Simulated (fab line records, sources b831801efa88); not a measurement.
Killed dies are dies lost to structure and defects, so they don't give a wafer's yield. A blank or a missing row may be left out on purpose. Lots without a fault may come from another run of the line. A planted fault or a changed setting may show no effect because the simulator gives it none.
fab line records | flow sky130
record lots=7 wafers=21 last_day=49
route steps=708 shown FIELD_ISO@19
lots that met no fault: from a run of the same line without faults
start_h: hours from the record's first day to the start of the lot's first wafer shown | wait_h: hours since the lot's step before | " the same as in the row above | L1.1+2: a row that stands for several wafers | - no value, or no start given | * or withheld: withheld | < > ~ a bound
route shown NAME@n: a module of which the file shows steps, and the number in the route of the first | usual: mean/standard deviation of fault-free wafers | same: alike in all rows | chamber/n: place in a boat | sites: the reading at each site | _std_site: their standard deviation | _edge_site: outer sites' mean less inner sites' | radius_mm: how far each site lies from the wafer's centre | mask NAME#n: copy n | behind: the tool/chamber that last shaped the wafer | hold: why the lot was held/for how many hours/how that ended | device: the transistor (n, p or np) that didn't switch | end of line: the same wafers' tests at the end of the route | a step without rows: its recipe alone | killed: dies lost to structure and defects at the first sort, not the wafer's yield | map: a wafer's dies, x killed, . not, _ none there
set.NAME: the setting as run; set.NAME@STEP: as run at that earlier step | model.NAME: the simulator's own value behind a step, which no gauge read
lots at some steps of the route; a table a step, a row a wafer
services: from which hour (start_h, from the record's first day; less than 0 if before it) a tool's chamber was out of use, for how many hours, and why
## steps
# step SKY_FIELD_ISO_WET_ETCH_18
# recipe chemistry=H3PO4 target_depth_nm=25 temp_c=160 target=Si3N4 time_s=286
# step SKY_FIELD_ISO_CLEAN_19
# recipe chemistry=SC1/SC2 mix=1:4:20 temp_c=70 time_s=150
# step SKY_FIELD_ISO_CLEAN_20
# recipe chemistry=dHF time_s=20 dilution=100:1
# step SKY_FIELD_ISO_WET_ETCH_21
# recipe chemistry=dHF dilution=100:1 target_depth_nm=20 dry=ipa_marangoni target=SiO2 temp_c=25 time_s=400
# step SKY_FIELD_ISO_OXIDATION_22
# recipe temp_c=950 ambient=O2 stabilise_s=600 purge_s=300 target_thk_a=100 ox_time_s=623
# step SKY_FIELD_ISO_THK_MEAS_23
# recipe reads=SiO2_of_FIELD_ISO_OXIDATION_22
# usual FIELD_ISO_OXIDATION_01_THK=10.03/0.18
# columns lot.wafer tool chamber start_h wait_h FIELD_ISO_OXIDATION_01_THK[nm]
L764.1 film_metro-03 - 32.80 0.0 10.28
L764.2 " - " " 10.16
L764.4 " - " " 10.30
L772.1 film_metro-03 - 77.13 0.0 10.08
L772.4 " - " " 10.02
L772.5 " - " " 10.07
L773.1 film_metro-01 - 78.65 0.0 10.09
L773.2 " - " " 10.15
L773.6 " - " " 10.20
L774.1 film_metro-03 - 87.20 0.0 10.37
L774.4 " - " " 10.31
L774.5 " - " " 10.25
L780.3 film_metro-03 - 115.92 0.0 10.13
L780.5 " - " " 10.08
L780.6 " - " " 10.17
L782.3 film_metro-01 - 124.78 0.0 10.32
L782.4 " - " " 10.30
L782.5 " - " " 10.24
L783.1 film_metro-03 - 130.56 0.0 9.92
L783.2 " - " " 9.89
L783.6 " - " " 9.88
# step SKY_FIELD_ISO_CVD_24
# recipe material=SiO2 target_thk_nm=595 temp_c=650 sigma_open_frac=0.3 time_s=99.2 sih4_flow_sccm=60 pressure_mtorr=6
# step SKY_FIELD_ISO_THK_MEAS_25
# recipe reads=SiO2_of_FIELD_ISO_CVD_24
# usual FIELD_ISO_CVD_24_THK=595/7.2
# columns lot.wafer tool chamber start_h wait_h FIELD_ISO_CVD_24_THK[nm]
L764.1 film_metro-04 - 32.94 0.0 583
L764.2 " - " " 586
L764.4 " - " " 589
L772.1 film_metro-01 - 77.27 0.0 603
L772.4 " - " " 604
L772.5 " - " " 599
L773.1 film_metro-03 - 78.79 0.0 600
L773.2 " - " " 604
L773.6 " - " " 596
L774.1 film_metro-01 - 87.33 0.0 593
L774.4 " - " " 594
L774.5 " - " " 601
L780.3 film_metro-01 - 116.05 0.1 599
L780.5 " - " " 605
L780.6 " - " " 591
L782.3 film_metro-03 - 124.92 0.1 597
L782.4 " - " " 605
L782.5 " - " " 594
L783.1 film_metro-01 - 130.69 0.0 584
L783.2 " - " " 590
L783.6 " - " " 593
# step SKY_FIELD_ISO_ANNEAL_26
# recipe temp_c=1000 time_s=1800 ambient=N2
# step SKY_FIELD_ISO_CMP_27
# recipe stop_on=Si3N4 t_overpolish_s=16 down_force_psi=4 platen_rpm=60 target_thk_nm=457.8 pad_velocity_m_s=0.94248
# usual head_pressure_psi=4.001/0.0094 motor_current_A=12.0/0.91 overpolish_run_s=16.001/0.0097 slurry_filter_dp_kPa=13.49/0.15 time_to_endpoint_s=115/4.1
# columns lot.wafer tool chamber start_h wait_h head_pressure_psi motor_current_A overpolish_run_s slurry_filter_dp_kPa time_to_endpoint_s
L764.1 cmp-02 1 34.50 0.0 4.007 10.9 15.986 13.49 119
L764.4 " 3 " " 3.998 12.8 15.990 13.50 113
L764.2 " 0 " " 3.991 11.7 16.010 13.58 114
L772.4 cmp-01 1 78.93 0.1 4.002 13.6 15.996 13.60 105
L772.1 " 2 " " 4.023 10.6 16.020 13.82 117
L772.5 " 3 " " 3.998 12.5 16.012 13.25 111
L773.2 cmp-01 2 80.35 0.0 4.016 11.8 16.000 13.51 118
L773.1 " 3 " " 4.001 12.3 15.977 13.42 113
L773.6 " 2 " " 4.004 11.3 16.004 13.13 116
L774.4 cmp-01 1 89.31 0.0 4.004 13.5 15.999 13.50 107
L774.1 " 0 " " 3.997 11.1 15.993 13.28 117
L774.5 " 2 " " 4.000 10.9 16.014 13.37 114
L780.3 cmp-01 2 117.59 0.0 3.999 10.4 16.019 13.42 119
L780.6 " 2 " " 3.985 11.1 15.990 13.54 117
L780.5 " 3 " " 3.987 11.6 15.997 13.43 115
L782.3 cmp-01 2 126.46 0.0 4.003 11.2 15.992 13.41 118
L782.4 " 1 " " 4.010 13.2 16.012 13.50 109
L782.5 " 3 " " 4.008 12.7 15.982 13.44 110
L783.1 cmp-01 2 133.13 0.0 3.995 10.4 15.996 13.46 110
L783.2 " 0 " " 3.999 11.0 15.984 13.46 112
L783.6 " 2 " " 3.993 10.5 16.005 13.33 116
# step SKY_FIELD_ISO_WET_ETCH_28
# recipe chemistry=dHF target_depth_nm=23.7 target=SiO2 dilution=10:1 temp_c=25 time_s=47
# step SKY_FIELD_ISO_WET_ETCH_29
# recipe chemistry=H3PO4 target_depth_nm=160 target=Si3N4 temp_c=160 time_s=1825
# step SKY_FIELD_ISO_WET_ETCH_30
# recipe chemistry=dHF target_depth_nm=25 target=SiO2 dilution=10:1 temp_c=25 time_s=50
# usual bath_heat_duty_pct=6.0/0.71 run_length_s=79/3.2
# columns lot.wafer tool chamber start_h wait_h bath_heat_duty_pct run_length_s model.SiO2_of_FIELD_ISO_CVD_24.thk_nm model.SiO2_of_FIELD_ISO_OXIDATION_01.thk_nm
L764.1 wet_bench-01 0 35.38 0.0 7.0 76 407 0
L764.2 " 0 " " 6.3 76 405.4 0
L764.4 " 0 " " 6.9 76 405.4 0
L772.1 wet_bench-01 1 79.67 0.0 - - 432.2 11.56
L772.4 " 1 " " - - 431.1 11.87
L772.5 " 1 " " - - 433 11.81
L773.1 wet_bench-01 0 81.18 0.0 - - 433 11.56
L773.2 " 0 " " - - 433 11.27
L773.6 " 0 " " - - 433.1 11.39
L774.1 wet_bench-03 3 90.16 0.0 - - 433.6 11.6
L774.4 " 3 " " - - 432.5 11.69
L774.5 " 3 " " - - 433.3 11.5
L780.3 wet_bench-02 3 118.48 0.0 7.0 82 407.3 0
L780.5 " 3 " " 6.6 82 406 0
L780.6 " 3 " " 6.8 82 407.5 0
L782.3 wet_bench-03 3 127.29 0.0 5.9 82 405.7 0
L782.4 " 3 " " 6.3 82 403.4 0
L782.5 " 3 " " 5.4 82 404.2 0
L783.1 wet_bench-02 0 133.97 0.0 6.2 76 404.9 0
L783.2 " 0 " " 5.5 76 405.4 0
L783.6 " 0 " " 5.0 76 405.5 0
## services
# columns tool chamber start_h hours kind
cmp-02 - 31.73 1.6 repair
cmp-02 - 55.71 4.9 pm
cmp-01 - 62.03 0.4 repair
cmp-02 - 64.00 4.0 pm
cmp-02 - 67.19 4.3 repair
cmp-02 - 67.41 0.3 repair
cmp-02 - 68.00 - consumable_replace:conditioner
cmp-02 - 68.00 - consumable_replace:pad
cmp-01 - 68.85 1.0 repair
cmp-01 - 73.26 4.2 repair
wet_bench-03 - 83.29 1.9 pm
cmp-01 - 133.79 2.7 repair
## key
first_sign step=SKY_FIELD_ISO_WET_ETCH_30 reading=tool_record direction=missing
effect none on later readings
model_effect step=SKY_FIELD_ISO_WET_ETCH_30 value=SiO2_of_FIELD_ISO_CVD_24.thk_nm without=405.1 struck=432.8
met_at SKY_FIELD_ISO_WET_ETCH_30
struck_wafers L772.1,L772.4,L772.5,L773.1,L773.2,L773.6,L774.1,L774.4,L774.5
later_rows_left_out L772.1,L772.4,L772.5,L773.1,L773.2,L773.6,L774.1,L774.4,L774.5
sort_left_out L772.1,L772.4,L772.5,L773.1,L773.2,L773.6,L774.1,L774.4,L774.5
tester_left_out L772,L773,L774
onset_between 35.38 79.67
fault kind=skipped_step_whole tool=wet_bench-01,wet_bench-03 chamber=- onset_h=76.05 steps=SKY_FIELD_ISO_WET_ETCH_30 scope=struck_lots_only
# tester_left_out: of these lots the tester's yield and bins aren't shown, on N5 and GAA mostly nor the transistor test; their killed dies are dies lost to structure and defects alone, not to doping, threshold or leakage, so they don't give the yield
# sort_left_out: the simulated sort isn't trusted on such a fault, so these wafers' sort isn't shown, and their yield isn't known
# later_rows_left_out: the simulator's readings of these wafers behind a module that went badly wrong aren't trusted and aren't shown, but for the sort
